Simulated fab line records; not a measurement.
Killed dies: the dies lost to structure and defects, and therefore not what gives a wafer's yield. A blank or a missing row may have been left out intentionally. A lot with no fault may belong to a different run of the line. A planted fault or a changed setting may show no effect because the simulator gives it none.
fab line records ; flow sky130
[record] lots = 13; wafers = 39; lastDay = 50
route steps=708 shown LI_CONTACT@375 CONTACT@417 METAL1@436 PAD_OPEN@708
lots that met no fault: from a run of the same line without faults
startH: hours from the record's opening day to when the first of the lot's shown wafers began ; waitH: hours from the lot's prior step to this one ; " as in the row above ; L1.1+2: a single row standing in for several wafers ; - no value, or no start was given ; * or withheld: withheld ; < > ~ a bound
route shown NAME@n: a module of which the file shows steps, and the number in the route of the first ; usual: mean/standard deviation of fault-free wafers ; same: alike in all rows ; chamber/n: place in a boat ; sites: readings site by site ; _std_site: standard deviation across them ; _edge_site: inner sites' mean taken away from outer sites' mean ; radiusMm: for every site, how far away it sits from the centre of the wafer ; mask NAME#n: copy n ; behind: the most recent tool/chamber to have shaped the wafer ; hold: why the lot went on hold/how many hours it stayed there/how the hold came to an end ; device: the n, p or np transistor that did not switch ; end of line: tests of these same wafers at the route's end ; a step with no rows: only its recipe ; killed: dies lost to structure and defects at the first sort, not the wafer's yield ; map: shows each die of a wafer: x if killed, . if not, _ if none is there
set.NAME: the setting as run; set.NAME@STEP: as run at that earlier step ; model.NAME: the simulator's own value behind a step, which no gauge read
a sample of lots followed through the steps of the route, with each step as a table and each wafer as a row
services: from which hour (startH, from the record's first day; less than 0 if before it) a tool's chamber was out of use, for how many hours, and why
[[steps]]
[step SKY_LI_CONTACT_OVL_MEAS_13]
[usual] LI_CONTACT_OVL = 1/5.4
lot.wafer;tool;chamber;startH;waitH;LI_CONTACT_OVL[nm]
L843.1;overlay-01;-;685.28;0.1;-7
L843.2;overlay-01;-;685.28;0.1;2
L843.5;overlay-01;-;685.28;0.1;-5
L844.3;overlay-02;-;694.67;0.1;7
L844.4;overlay-02;-;694.67;0.1;3
L844.6;overlay-02;-;694.67;0.1;5
L845.2;overlay-02;-;708.71;0.1;2
L845.3;overlay-02;-;708.71;0.1;-7
L845.6;overlay-02;-;708.71;0.1;5
L846.1;overlay-02;-;709.74;0.1;-1
L846.5;overlay-02;-;709.74;0.1;-6
L846.6;overlay-02;-;709.74;0.1;-9
L847.1;overlay-01;-;720.18;0.1;11
L847.2;overlay-01;-;720.18;0.1;10
L847.3;overlay-01;-;720.18;0.1;3
L850.1;overlay-01;-;760.00;0.1;2
L850.4;overlay-01;-;760.00;0.1;5
L850.5;overlay-01;-;760.00;0.1;2
L852.1;overlay-02;-;783.78;0.1;8
L852.2;overlay-02;-;783.78;0.1;5
L852.5;overlay-02;-;783.78;0.1;6
L854.2;overlay-01;-;790.08;0.1;3
L854.5;overlay-01;-;790.08;0.1;-1
L854.6;overlay-01;-;790.08;0.1;3
L858.1;overlay-02;-;809.11;0.1;-4
L858.3;overlay-02;-;809.11;0.1;-1
L858.4;overlay-02;-;809.11;0.1;2
L859.1;overlay-02;-;818.18;0.1;-1
L859.5;overlay-02;-;818.18;0.1;5
L859.6;overlay-02;-;818.18;0.1;1
L863.3;overlay-01;-;842.10;0.1;7
L863.4;overlay-01;-;842.10;0.1;8
L863.5;overlay-01;-;842.10;0.1;8
L864.2;overlay-01;-;848.99;0.1;-3
L864.4;overlay-01;-;848.99;0.1;0
L864.5;overlay-01;-;848.99;0.1;-1
L865.1;overlay-02;-;870.49;0.1;13
L865.3;overlay-02;-;870.49;0.1;11
L865.4;overlay-02;-;870.49;0.1;15
[step SKY_LI_CONTACT_ETCH_14]
[recipe] chemistry = N2/H2; target = BARC; ionEnergyEv = 200; sourceW = 500; biasW = 100; pressureMtorr = 30; n2FlowSccm = 100; h2FlowSccm = 200; stopOn = SiO2; timeS = 45.9; targetDepthA = 600
[usual] drypumpMotorCurrentA = 5.8/0.38; oesProductAu = 0.855/0.0044; throttleValvePct = 13.224/0.0097
lot.wafer;tool;chamber;startH;waitH;drypumpMotorCurrentA;oesProductAu;rfHoursCounterH;throttleValvePct
L843.1;rieDiel-04;2;685.31;0.0;5.8;0.853;9;13.208
L843.2;rieDiel-04;1;685.31;0.0;5.5;0.858;11;13.232
L843.5;rieDiel-04;2;685.31;0.0;5.8;0.858;-;13.221
L844.3;rieDiel-03;3;694.69;0.0;6.3;0.850;10;13.219
L844.4;rieDiel-03;1;694.69;0.0;5.4;0.853;7;13.212
L844.6;rieDiel-03;1;694.69;0.0;5.4;0.859;-;13.213
L845.2;rieDiel-02;3;708.74;0.0;5.9;0.853;5;13.223
L845.3;rieDiel-02;0;708.74;0.0;6.3;0.856;8;13.238
L845.6;rieDiel-02;1;708.74;0.0;4.8;0.850;-;13.219
L846.1;rieDiel-04;0;709.77;0.0;5.7;0.849;4;13.213
L846.5;rieDiel-04;3;709.77;0.0;6.0;0.857;-;13.207
L846.6;rieDiel-04;2;709.77;0.0;5.8;0.861;-;13.224
L847.1;rieDiel-02;2;720.21;0.0;6.0;0.851;7;13.205
L847.2;rieDiel-02;0;720.21;0.0;6.3;0.859;8;13.235
L847.3;rieDiel-02;3;720.21;0.0;5.9;0.858;5;13.214
L850.1;rieDiel-03;1;760.04;0.0;5.4;0.854;9;13.220
L850.4;rieDiel-03;2;760.04;0.0;5.6;0.851;11;13.231
L850.5;rieDiel-03;2;760.04;0.0;5.6;0.854;-;13.211
L852.1;rieDiel-02;2;783.81;0.0;6.0;0.856;9;13.233
L852.2;rieDiel-02;3;783.81;0.0;5.9;0.858;7;13.216
L852.5;rieDiel-02;0;783.81;0.0;6.3;0.857;-;13.210
L854.2;rieDiel-02;1;790.11;0.0;4.8;0.856;3;13.229
L854.5;rieDiel-02;2;790.11;0.0;6.0;0.851;-;13.222
L854.6;rieDiel-02;3;790.11;0.0;5.9;0.865;-;13.213
L858.1;rieDiel-02;3;809.14;0.0;5.9;0.848;8;13.227
L858.3;rieDiel-02;2;809.14;0.0;6.0;0.845;10;13.217
L858.4;rieDiel-02;1;809.14;0.0;4.8;0.857;4;13.227
L859.1;rieDiel-03;0;818.22;0.0;5.9;0.851;13;13.213
L859.5;rieDiel-03;0;818.22;0.0;5.9;0.857;-;13.216
L859.6;rieDiel-03;3;818.22;0.0;6.4;0.852;-;13.227
L863.3;rieDiel-04;2;842.12;0.0;5.8;0.856;12;13.200
L863.4;rieDiel-04;0;842.12;0.0;5.7;0.849;8;13.222
L863.5;rieDiel-04;3;842.12;0.0;6.0;0.858;-;13.218
L864.2;rieDiel-04;3;849.02;0.0;6.0;0.857;13;13.218
L864.4;rieDiel-04;0;849.02;0.0;5.7;0.858;8;13.238
L864.5;rieDiel-04;2;849.02;0.0;5.8;0.845;-;13.211
L865.1;rieDiel-03;3;870.53;0.0;6.4;0.854;16;13.231
L865.3;rieDiel-03;2;870.53;0.0;5.6;0.850;15;13.227
L865.4;rieDiel-03;0;870.53;0.0;5.9;0.849;15;13.226
[step SKY_CONTACT_EXPOSE_11]
[recipe] maskId = CTM1; na = 0.8; sourceShape = annular; sigmaInner = 0.55; sigmaOuter = 0.85; targetCdNm = 170; doseMj = 38
lot.wafer;tool;chamber;startH;waitH;mask
L843.1+2+5;krfScanner-02;0;729.53;-;CTM1#0
L844.3+4+6;krfScanner-01;0;738.22;-;CTM1#0
L845.2+3+6;krfScanner-01;0;753.48;-;CTM1#0
L846.1+5+6;krfScanner-02;0;753.83;-;CTM1#0
L847.1+2+3;krfScanner-01;0;763.13;-;CTM1#0
L850.1+4+5;krfScanner-02;0;802.83;-;CTM1#0
L852.1+2+5;krfScanner-01;0;826.48;-;CTM1#0
L854.2+5+6;krfScanner-02;0;833.10;-;CTM1#0
L858.1+3+4;krfScanner-02;0;850.79;-;CTM1#0
L859.1+5+6;krfScanner-02;0;859.63;-;CTM1#0
L863.3+4+5;krfScanner-01;0;883.46;-;CTM1#0
L864.2+4+5;krfScanner-01;0;890.93;-;CTM1#0
L865.1+3+4;krfScanner-02;0;911.33;-;CTM1#0
[step SKY_CONTACT_CD_MEAS_14]
[recipe] targetCdNm = 170
[usual] cdNm = 170.0/1.7
lot.wafer;tool;chamber;startH;waitH;cdNm
L843.1;cdSem-01;-;742.76;-;169.2
L843.2;cdSem-01;-;742.76;-;169.5
L843.5;cdSem-01;-;742.76;-;167.8
L844.3;cdSem-02;-;751.90;-;168.4
L844.4;cdSem-02;-;751.90;-;168.2
L844.6;cdSem-02;-;751.90;-;168.5
L845.2;cdSem-02;-;766.09;-;168.5
L845.3;cdSem-02;-;766.09;-;166.6
L845.6;cdSem-02;-;766.09;-;169.6
L846.1;cdSem-01;-;766.61;-;169.2
L846.5;cdSem-01;-;766.61;-;169.8
L846.6;cdSem-01;-;766.61;-;169.6
L847.1;cdSem-02;-;776.86;-;171.0
L847.2;cdSem-02;-;776.86;-;171.0
L847.3;cdSem-02;-;776.86;-;171.2
L850.1;cdSem-02;-;815.86;-;167.1
L850.4;cdSem-02;-;815.86;-;168.6
L850.5;cdSem-02;-;815.86;-;167.9
L852.1;cdSem-02;-;839.77;-;166.4
L852.2;cdSem-02;-;839.77;-;162.0
L852.5;cdSem-02;-;839.77;-;160.4
L854.2;cdSem-01;-;845.98;-;170.7
L854.5;cdSem-01;-;845.98;-;171.6
L854.6;cdSem-01;-;845.98;-;172.5
L858.1;cdSem-01;-;863.41;-;169.0
L858.3;cdSem-01;-;863.41;-;169.2
L858.4;cdSem-01;-;863.41;-;169.0
L859.1;cdSem-02;-;872.96;-;171.3
L859.5;cdSem-02;-;872.96;-;170.5
L859.6;cdSem-02;-;872.96;-;170.8
L863.3;cdSem-02;-;896.66;-;168.8
L863.4;cdSem-02;-;896.66;-;167.6
L863.5;cdSem-02;-;896.66;-;168.3
L864.2;cdSem-02;-;902.98;-;168.4
L864.4;cdSem-02;-;902.98;-;168.1
L864.5;cdSem-02;-;902.98;-;168.8
L865.1;cdSem-02;-;924.61;-;170.8
L865.3;cdSem-02;-;924.61;-;170.4
L865.4;cdSem-02;-;924.61;-;170.5
[step SKY_METAL1_SPUTTER_02]
[recipe] material = AlCu; targetThkNm = 250; powerW = 10600; timeS = 13.3; chamberPressurePa = 0.4
[usual] throttleValvePct = 30.3/1.1
lot.wafer;tool;chamber;startH;waitH;throttleValvePct
L843.1;pvdSputter-03;-;744.36;0.0;30.3
L843.2;pvdSputter-03;-;744.36;0.0;30.2
L843.5;pvdSputter-03;-;744.36;0.0;30.3
L844.3;pvdSputter-02;-;753.46;0.0;30.3
L844.4;pvdSputter-02;-;753.46;0.0;28.6
L844.6;pvdSputter-02;-;753.46;0.0;28.6
L845.2;pvdSputter-01;-;767.70;0.0;28.1
L845.3;pvdSputter-01;-;767.70;0.0;30.3
L845.6;pvdSputter-01;-;767.70;0.0;32.3
L846.1;pvdSputter-02;-;768.24;0.0;28.4
L846.5;pvdSputter-02;-;768.24;0.0;28.6
L846.6;pvdSputter-02;-;768.24;0.0;28.7
L847.1;pvdSputter-02;-;778.47;0.0;28.5
L847.2;pvdSputter-02;-;778.47;0.0;30.5
L847.3;pvdSputter-02;-;778.47;0.0;30.3
L850.1;pvdSputter-03;-;817.49;0.0;30.3
L850.4;pvdSputter-03;-;817.49;0.0;31.6
L850.5;pvdSputter-03;-;817.49;0.0;29.4
L852.1;pvdSputter-03;-;841.39;0.0;29.1
L852.2;pvdSputter-03;-;841.39;0.0;30.0
L852.5;pvdSputter-03;-;841.39;0.0;30.0
L854.2;pvdSputter-03;-;847.58;0.0;30.5
L854.5;pvdSputter-03;-;847.58;0.0;29.4
L854.6;pvdSputter-03;-;847.58;0.0;31.3
L858.1;pvdSputter-03;-;864.99;0.0;30.2
L858.3;pvdSputter-03;-;864.99;0.0;29.3
L858.4;pvdSputter-03;-;864.99;0.0;31.4
L859.1;pvdSputter-01;-;874.54;0.0;32.4
L859.5;pvdSputter-01;-;874.54;0.0;28.3
L859.6;pvdSputter-01;-;874.54;0.0;32.3
L863.3;pvdSputter-03;-;898.33;0.0;30.1
L863.4;pvdSputter-03;-;898.33;0.0;29.6
L863.5;pvdSputter-03;-;898.33;0.0;30.5
L864.2;pvdSputter-03;-;904.94;0.0;29.3
L864.4;pvdSputter-03;-;904.94;0.0;30.7
L864.5;pvdSputter-03;-;904.94;0.0;30.0
L865.1;pvdSputter-03;-;926.19;0.0;29.3
L865.3;pvdSputter-03;-;926.19;0.0;30.2
L865.4;pvdSputter-03;-;926.19;0.0;29.1
[step SKY_PAD_OPEN_PROBE_99]
[usual] killed_at_M0_to_M3 = 43/6.5; killed_at_M4_up = 3/1.7; killedAtContacts = 25/5.1; killedAtFrontEnd = 15/3.8; killedAtOther = 0.2/0.45; killedDies = 86/8.8; killedOnRim = 17/4; killedOpen = 47/6.7; killedShort = 39/6
[same] grossDies = 492; killedAtBackSide = 0
lot.wafer;tool;chamber;startH;waitH;killed_at_M0_to_M3;killed_at_M4_up;killedAtContacts;killedAtFrontEnd;killedAtOther;killedDies;killedOnRim;killedOpen;killedShort
L847.1;prober-01;-;1108.72;0.1;43;0;22;21;0;86;16;51;35
L847.2;prober-01;-;1108.77;0.1;57;3;21;14;1;96;19;51;45
L847.3;prober-01;-;1108.82;0.2;34;3;32;23;0;92;20;47;45
L850.1;prober-02;-;1135.78;0.1;30;1;13;11;0;55;10;35;20
L850.4;prober-02;-;1135.93;0.2;40;3;15;16;0;74;15;41;33
L850.5;prober-02;-;1135.98;0.2;49;2;20;15;1;87;14;39;48
L852.1;prober-01;-;1154.99;0.1;48;3;30;17;0;98;30;63;35
L854.2;prober-01;-;1160.89;0.1;40;6;35;8;0;89;16;51;38
L854.5;prober-01;-;1161.04;0.2;44;2;19;19;0;84;15;46;38
L854.6;prober-01;-;1161.09;0.2;50;1;32;12;0;95;18;56;39
// killed by level:class
L847.1 VIA1:geometricParticle:open=14 VIA3:geometricParticle:open=8 LI_CONTACT:geometricParticle:open=7 CONTACT:geometricParticle:open=7 VIA1:geometricParticle:short=6 FIELD_ISO:geometricParticle:open=5 LI_CONTACT:geometricParticle:short=4 METAL1:geometricParticle:short=4
L847.2 VIA1:geometricParticle:open=14 METAL1:geometricParticle:short=8 VIA2:geometricParticle:open=7 POLY_GATE:geometricParticle:open=5 LI_CONTACT:geometricParticle:short=5 METAL1:geometricParticle:open=5 VIA1:geometricParticle:short=5 METAL2:geometricParticle:short=5
L847.3 CONTACT:geometricParticle:open=9 VIA1:geometricParticle:open=9 LI_CONTACT:geometricParticle:open=7 CONTACT:geometricParticle:short=7 LOCAL_INTERCONNECT:geometricParticle:short=6 VIA1:geometricParticle:short=5 VIA2:geometricParticle:open=5 FIELD_ISO:geometricParticle:short=4
L850.1 VIA3:geometricParticle:open=10 CONTACT:geometricParticle:open=6 LI_CONTACT:geometricParticle:open=5 VIA1:geometricParticle:open=5 FIELD_ISO:geometricParticle:short=4 VIA2:geometricParticle:open=4 POLY_GATE:geometricParticle:short=3 FIELD_ISO:geometricParticle:open=2
L850.4 VIA1:geometricParticle:open=10 VIA2:geometricParticle:open=6 FIELD_ISO:geometricParticle:short=5 CONTACT:geometricParticle:open=5 METAL2:geometricParticle:short=5 POLY_GATE:geometricParticle:open=4 CONTACT:geometricParticle:short=4 VIA1:geometricParticle:short=4
L850.5 VIA1:geometricParticle:open=9 CONTACT:geometricParticle:open=8 METAL1:geometricParticle:short=8 VIA3:geometricParticle:short=6 METAL2:geometricParticle:short=5 METAL3:geometricParticle:short=5 FIELD_ISO:geometricParticle:short=4 LI_CONTACT:geometricParticle:open=4
L852.1 CONTACT:geometricParticle:open=12 LI_CONTACT:geometricParticle:open=8 METAL1:geometricParticle:short=8 VIA1:geometricParticle:open=8 VIA3:geometricParticle:open=8 POLY_GATE:geometricParticle:open=7 VIA1:geometricParticle:short=6 METAL2:geometricParticle:short=5
L854.2 LI_CONTACT:geometricParticle:open=14 VIA1:geometricParticle:open=11 LOCAL_INTERCONNECT:geometricParticle:short=8 VIA2:geometricParticle:open=7 METAL2:geometricParticle:short=7 CONTACT:geometricParticle:short=6 VIA3:geometricParticle:open=6 CONTACT:geometricParticle:open=5
L854.5 VIA1:geometricParticle:open=14 CONTACT:geometricParticle:open=8 FIELD_ISO:geometricParticle:short=6 METAL2:geometricParticle:short=6 POLY_GATE:geometricParticle:open=5 VIA2:geometricParticle:short=4 CONTACT:geometricParticle:short=4 VIA2:geometricParticle:open=4
L854.6 VIA1:geometricParticle:open=12 CONTACT:geometricParticle:open=11 LI_CONTACT:geometricParticle:open=9 VIA3:geometricParticle:open=9 VIA1:geometricParticle:short=9 LOCAL_INTERCONNECT:geometricParticle:short=5 METAL1:geometricParticle:short=5 POLY_GATE:geometricParticle:open=4
[[services]]
tool;chamber;startH;hours;kind
rieDiel-03;1;663.54;7.1;repair
rieDiel-02;1;678.94;10.9;repair
rieDiel-02;3;684.70;2.4;repair
pvdSputter-03;-;689.98;3.4;repair
krfScanner-01;-;713.27;0.8;pm
krfScanner-02;-;720.18;0.8;pm
krfScanner-02;-;732.98;1.3;pm
pvdSputter-03;-;763.15;3.3;repair
krfScanner-02;-;776.80;1.0;pm
rieDiel-04;0;778.40;1.8;repair
rieDiel-03;1;786.96;38.7;repair
krfScanner-01;-;805.53;1.0;pm
rieDiel-02;1;809.36;8.5;repair
rieDiel-02;2;826.58;3.4;repair
krfScanner-01;-;828.57;1.3;pm
rieDiel-02;-;835.49;14.6;pm
krfScanner-02;-;863.98;4.0;pm
krfScanner-01;-;882.07;0.8;pm
pvdSputter-03;-;884.55;2.8;repair
rieDiel-03;1;884.60;5.5;repair
krfScanner-02;-;888.98;0.8;pm
krfScanner-01;-;901.89;0.2;repair
krfScanner-02;-;908.88;1.3;pm
pvdSputter-03;-;920.64;3.4;repair
[[key]]
[firstSign] step = SKY_CONTACT_CD_MEAS_14; reading = cdNm; direction = down; sigmas = 4.2; usual = 170.0; struck = 162.9; wafersMoved = 2
effect none on later readings
metAt SKY_CONTACT_EXPOSE_11
struckLots L852
testerLeftOut L852
notActingAt SKY_LI_CONTACT_OVL_MEAS_13,SKY_LI_CONTACT_ETCH_14,SKY_METAL1_SPUTTER_02
onsetBetween 763.13 826.48
[fault] kind = processParameterDrift; tool = krfScanner-01; chamber = -; onsetH = 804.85; steps = SKY_CONTACT_EXPOSE_11; channel = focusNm; offset = 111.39; spreadByWafer = 0.3; shape = step; endH = 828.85
// testerLeftOut: of these lots the tester's yield and bins aren't shown, on N5 and GAA mostly nor the transistor test; their killed dies are dies lost to structure and defects alone, not to doping, threshold or leakage, so they don't give the yield
